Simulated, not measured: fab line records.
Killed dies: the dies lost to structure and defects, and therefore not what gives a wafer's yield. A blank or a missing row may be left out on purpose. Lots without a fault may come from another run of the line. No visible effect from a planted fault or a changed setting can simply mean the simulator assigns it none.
fab line records    flow sky130    part 2 of 2: steps 27 to 37 of 37
record lots=5  wafers=15  last-day=49
route steps=708 shown FIELD_ISO@8 NWELL@32 DNWELL@35
lots that met no fault: from a run of the same line without faults
start-h: the number of hours between the record's first day and the start of the first shown wafer of the lot    wait-h: how many hours have passed since the lot's step before this one    " as in the row above    L1.1+2: a single row standing in for several wafers    - no value, or no start was given    * or withheld: withheld    < > ~ a bound
route shown NAME@n: names a module that has steps shown in the file, with the first one's number in the route    usual: the fault-free wafers' mean and standard deviation    same: alike in all rows    chamber/n: place in a boat    sites: readings site by site    _std_site: standard deviation of those values    _edge_site: inner sites' mean taken away from outer sites' mean    radius-mm: for every site, how far away it sits from the centre of the wafer    mask NAME#n: copy n    behind: tool/chamber where the wafer was last shaped    hold: reason for holding the lot/hours on hold/outcome of the hold    device: the transistor (n, p or np) that didn't switch    end of line: tests of these same wafers at the route's end    a step without rows: its recipe alone    killed: count of dies lost to structure and defects at first sort (not the wafer's yield)    map: the dies of a wafer, with x for killed, . for not killed, _ for no die there
set.NAME: the setting the step ran with; set.NAME@STEP: the setting that earlier step ran with    model.NAME: the simulator's own value behind a step, which no gauge read
a table for each step, a row for each wafer; lots at some steps of the route
services: when a tool's chamber went out of use (start-h, in hours from the record's first day, below 0 if earlier), for how many hours, and the reason
## steps
# step SKY_NWELL_THK_MEAS_02
# recipe reads=SiO2_of_NWELL_OXIDATION_01
# usual NWELL_OXIDATION_THK=9.98/0.2
lot.wafer  tool           chamber  start-h  wait-h  NWELL_OXIDATION_THK[nm]
L078.3     film-metro-01  -        60.67    0.0     9.89
L078.4     "              -        "        "       10.09
L078.5     "              -        "        "       10.03
L079.1     film-metro-03  -        66.31    0.0     10.27
L079.2     "              -        "        "       10.11
L079.3     "              -        "        "       10.40
L085.2     film-metro-03  -        94.44    0.0     10.07
L085.5     "              -        "        "       9.97
L085.6     "              -        "        "       10.11
L090.1     film-metro-03  -        119.37   0.0     9.81
L090.3     "              -        "        "       9.91
L090.6     "              -        "        "       10.00
L091.4     film-metro-03  -        124.00   0.0     10.16
L091.5     "              -        "        "       10.27
L091.6     "              -        "        "       10.12
# step SKY_DNWELL_DEHYDRATE_00
# recipe temp-c=200  time-s=60
# usual resist-line-temp-C=23.00/0.11
lot.wafer  tool            chamber  start-h  wait-h  resist-line-temp-C
L078.3     litho-track-04  0        68.54    7.9     23.06
L078.4     "               0        "        "       23.04
L078.5     "               0        "        "       23.08
L079.1     litho-track-01  0        73.59    7.3     23.09
L079.2     "               0        "        "       23.20
L079.3     "               0        "        "       22.95
L085.2     litho-track-04  0        102.82   8.4     22.97
L085.5     "               0        "        "       22.97
L085.6     "               0        "        "       22.97
L090.1     litho-track-03  0        127.70   8.3     23.18
L090.3     "               0        "        "       23.05
L090.6     "               0        "        "       23.17
L091.4     litho-track-03  0        133.03   9.0     23.06
L091.5     "               0        "        "       22.92
L091.6     "               0        "        "       22.78
# step SKY_DNWELL_HMDS_01
# recipe prime-time-s=60  prime-temp-c=120
# usual prime-temp-c=120.02/0.15  resist-line-temp-C=23.02/0.1
lot.wafer  tool            chamber  start-h  wait-h  prime-temp-c  resist-line-temp-C
L078.3     litho-track-04  0        68.69    0.1     119.96        23.04
L078.4     "               0        "        "       119.87        22.98
L078.5     "               0        "        "       120.08        22.94
L079.1     litho-track-01  0        73.74    0.1     119.98        23.07
L079.2     "               0        "        "       119.99        23.01
L079.3     "               0        "        "       120.05        22.90
L085.2     litho-track-04  0        102.97   0.1     120.13        22.93
L085.5     "               0        "        "       120.20        23.09
L085.6     "               0        "        "       120.27        22.97
L090.1     litho-track-03  0        127.85   0.1     120.06        23.02
L090.3     "               0        "        "       119.98        23.02
L090.6     "               0        "        "       120.18        22.95
L091.4     litho-track-03  0        133.18   0.1     119.73        23.17
L091.5     "               0        "        "       119.88        23.11
L091.6     "               0        "        "       119.95        22.91
# step SKY_DNWELL_COAT_02
# recipe spin-rpm=2000  resist-thk-nm=3000
# usual resist-line-temp-C=22.97/0.1
lot.wafer  tool            chamber  start-h  wait-h  resist-line-temp-C
L078.3     litho-track-04  0        68.84    0.1     22.99
L078.4     "               0        "        "       23.00
L078.5     "               0        "        "       22.94
L079.1     litho-track-01  0        73.89    0.1     22.98
L079.2     "               0        "        "       22.94
L079.3     "               0        "        "       23.00
L085.2     litho-track-04  0        103.12   0.1     23.00
L085.5     "               0        "        "       23.04
L085.6     "               0        "        "       22.98
L090.1     litho-track-03  0        128.00   0.1     23.05
L090.3     "               0        "        "       22.93
L090.6     "               0        "        "       22.91
L091.4     litho-track-03  0        133.33   0.1     22.86
L091.5     "               0        "        "       23.04
L091.6     "               0        "        "       22.86
# step SKY_DNWELL_SOFTBAKE_03
# recipe temp-c=110  time-s=withheld
# usual resist-line-temp-C=23.02/0.093
lot.wafer  tool            chamber  start-h  wait-h  resist-line-temp-C
L078.3     litho-track-04  0        69.01    0.1     23.00
L078.4     "               0        "        "       23.11
L078.5     "               0        "        "       23.00
L079.1     litho-track-01  0        74.04    0.1     22.80
L079.2     "               0        "        "       22.82
L079.3     "               0        "        "       23.03
L085.2     litho-track-04  0        103.28   0.1     23.05
L085.5     "               0        "        "       23.07
L085.6     "               0        "        "       23.02
L090.1     litho-track-03  0        128.15   0.1     22.90
L090.3     "               0        "        "       22.87
L090.6     "               0        "        "       22.89
L091.4     litho-track-03  0        133.50   0.1     22.96
L091.5     "               0        "        "       23.11
L091.6     "               0        "        "       23.09
# step SKY_DNWELL_EXPOSE_04
# recipe mask-id=DNM  na=0.57  target-cd-nm=3000  dose-mj=222
lot.wafer   tool              chamber  start-h  wait-h  mask
L078.3+4+5  iline-stepper-02  0        -        -       DNM#0
L079.1+2+3  iline-stepper-02  0        -        -       DNM#0
L085.2+5+6  iline-stepper-02  0        -        -       DNM#0
L090.1+3+6  iline-stepper-02  0        -        -       DNM#0
L091.4+5+6  iline-stepper-02  0        -        -       DNM#0
# step SKY_DNWELL_PEB_05
# recipe temp-c=115  time-s=withheld
# usual resist-line-temp-C=23.00/0.1
lot.wafer  tool            chamber  start-h  wait-h  resist-line-temp-C
L078.3     litho-track-04  0        -        -       23.06
L078.4     "               0        "        "       23.11
L078.5     "               0        "        "       23.08
L079.1     litho-track-04  0        -        -       23.07
L079.2     "               0        "        "       23.04
L079.3     "               0        "        "       22.87
L085.2     litho-track-03  0        -        -       22.91
L085.5     "               0        "        "       22.85
L085.6     "               0        "        "       22.96
L090.1     litho-track-04  0        -        -       23.11
L090.3     "               0        "        "       22.96
L090.6     "               0        "        "       23.05
L091.4     litho-track-03  0        -        -       23.08
L091.5     "               0        "        "       22.83
L091.6     "               0        "        "       22.89
# step SKY_DNWELL_DEVELOP_06
# recipe wall-angle-deg=90  developer=TMAH  develop-time-s=60  dev-temp-c=23
# usual resist-line-temp-C=22.99/0.094
lot.wafer  tool            chamber  start-h  wait-h  resist-line-temp-C
L078.3     litho-track-04  0        -        -       23.06
L078.4     "               0        "        "       22.82
L078.5     "               0        "        "       22.99
L079.1     litho-track-04  0        -        -       22.89
L079.2     "               0        "        "       22.98
L079.3     "               0        "        "       22.96
L085.2     litho-track-03  0        -        -       23.07
L085.5     "               0        "        "       22.96
L085.6     "               0        "        "       22.91
L090.1     litho-track-04  0        -        -       23.00
L090.3     "               0        "        "       23.19
L090.6     "               0        "        "       23.00
L091.4     litho-track-03  0        -        -       23.09
L091.5     "               0        "        "       23.11
L091.6     "               0        "        "       22.98
# step SKY_DNWELL_IMPLANT_07
# recipe species=P  energy-kev=withheld  dose-cm2=withheld  tilt-deg=withheld
lot.wafer   tool          chamber  start-h  wait-h
L078.3+4+5  implanter-01  0        77.19    -
L079.1+2+3  implanter-03  0        82.49    -
L085.2+5+6  implanter-04  0        112.38   -
L090.1+3+6  implanter-03  0        137.99   -
L091.4+5+6  implanter-01  0        142.83   -
# step SKY_DNWELL_STRIP_08
# recipe chemistry=O2/N2  power-w=1400  pressure-mtorr=1500  platen-temp-c=withheld  o2-flow-sccm=3000  n2-flow-sccm=300  overash-fraction=0.5
# usual drypump-motor-current-A=5.55/0.19  oes-product-au=0.722/0.0052  strip-time-to-endpoint-s=36.93/0.092
lot.wafer  tool             chamber  start-h  wait-h  drypump-motor-current-A  oes-product-au  rf-hours-counter-h  strip-time-to-endpoint-s
L078.3     plasma-asher-02  0        77.33    0.1     5.49                     0.726           -                   37.00
L078.4     "                1        "        "       5.34                     0.723           -                   37.08
L078.5     "                1        "        "       5.37                     0.719           -                   36.89
L079.1     plasma-asher-02  1        82.64    0.1     5.40                     0.719           38                  36.76
L079.2     "                0        "        "       5.47                     0.728           38                  36.74
L079.3     "                0        "        "       5.47                     0.728           -                   36.83
L085.2     plasma-asher-02  0        112.50   0.1     5.47                     0.727           41                  37.01
L085.5     "                1        "        "       5.38                     0.727           -                   37.00
L085.6     "                0        "        "       5.46                     0.724           -                   37.05
L090.1     plasma-asher-03  1        138.14   0.1     5.43                     0.712           47                  36.82
L090.3     "                0        "        "       5.47                     0.728           -                   36.89
L090.6     "                1        "        "       5.45                     0.717           -                   36.88
L091.4     plasma-asher-04  1        142.94   0.1     5.89                     0.725           -                   36.84
L091.5     "                0        "        "       5.60                     0.713           -                   37.00
L091.6     "                1        "        "       5.91                     0.717           -                   36.86
# step SKY_DNWELL_TW_MEAS_09
# usual DNWELL_TW=1111/12
lot.wafer  tool           chamber  start-h  wait-h  DNWELL_TW
L078.3     film-metro-02  -        77.41    0.1     1103
L078.4     "              -        "        "       1107
L078.5     "              -        "        "       1106
L079.1     film-metro-03  -        82.74    0.1     1110
L079.2     "              -        "        "       1109
L079.3     "              -        "        "       1111
L085.2     film-metro-03  -        112.61   0.1     1105
L085.5     "              -        "        "       1109
L085.6     "              -        "        "       1102
L090.1     film-metro-03  -        138.24   0.1     1115
L090.3     "              -        "        "       1118
L090.6     "              -        "        "       1114
L091.4     film-metro-02  -        143.03   0.1     1092
L091.5     "              -        "        "       1096
L091.6     "              -        "        "       1097
## services
tool              chamber  start-h  hours  kind
furnace-02        -        20.03    3.4    pm
hdpcvd-01         -        24.56    1.9    repair
furnace-02        -        25.55    23.6   repair
rie-si-01         1        26.37    8.5    repair
iline-stepper-02  -        27.02    2.2    repair
krf-scanner-02    -        27.41    4.4    pm
rie-si-01         0        29.99    3.3    repair
krf-scanner-01    -        33.51    1.0    pm
hdpcvd-01         -        39.60    14.6   pm
hdpcvd-02         0        40.98    8.6    repair
rie-diel-04       -        41.77    0.6    repair
cmp-02            -        45.56    7.5    pm
plasma-asher-02   -        48.78    2.1    repair
rie-diel-01       -        57.91    14.6   pm
cmp-02            -        64.34    4.0    pm
hdpcvd-02         -        66.77    15.0   pm
cmp-02            -        68.89    0.5    repair
krf-scanner-02    -        69.16    0.8    pm
krf-scanner-02    -        89.50    1.0    pm
rie-diel-01       1        96.36    4.5    repair
rie-diel-01       0        114.31   12.2   repair
wet-bench-04      -        118.49   2.1    repair
rie-si-01         1        124.56   9.9    repair
cmp-02            -        132.52   0.6    repair
